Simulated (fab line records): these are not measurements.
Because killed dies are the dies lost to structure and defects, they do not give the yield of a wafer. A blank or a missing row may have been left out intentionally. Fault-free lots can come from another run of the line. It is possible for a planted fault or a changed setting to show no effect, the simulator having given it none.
Chamber matching | flow gf180mcu | GF_CONTACT_CMP_04 on cmp-02 has 4 sister chambers
The step polishes SiO2. 7 wafers are shown with their chamber, then 7 later ones without.

== WAFERS, EACH WITH ITS CHAMBER ==
wafer  | chamber | motor_current_A (A) | time_to_endpoint_s (s)
L755.1 | 3       | 12.3                | 107
L770.4 | 2       | 14.6                | 117
L771.2 | 1       | 9.7                 | 112
L771.3 | 2       | 14.9                | 108
L771.6 | 0       | 14.1                | 117
L773.2 | 0       | 13.6                | 114
L773.3 | 1       | 10.0                | 110

== WAFERS WITH NO CHAMBER GIVEN ==
wafer  | motor_current_A (A) | time_to_endpoint_s (s)
L773.4 | 14.8                | 116
L775.1 | 10.2                | 112
L775.5 | 10.2                | 120
L775.6 | 15.0                | 120
L776.2 | 15.0                | 104
L776.3 | 10.1                | 109
L776.5 | 12.0                | 111

== CHAMBER TAKEN BY EACH ==
wafer  | from the rows above | in truth
L773.4 | 2                   | 2
L775.1 | 1                   | 1
L775.5 | 1                   | 1
L775.6 | 2                   | 2
L776.2 | 2                   | 2
L776.3 | 1                   | 1
L776.5 | 3                   | 3
Placed correctly: 7 of 7. Number that these rows cannot place: 0. Wrongly placed: 0.
How it was worked out, from the rows above alone: a wafer's distance from a chamber is the root of the sum, over the readings, of the square of ((its reading less the chamber's mean) divided by the reading's scatter). The wafer belongs to the nearest chamber; if the next one is less than 2 further off, it can't be placed. A chamber's mean is the mean of its shown wafers. The scatter is the square root of a quotient: the sum, over the shown wafers, of each reading's squared deviation from its chamber's mean, divided by wafers minus chambers.
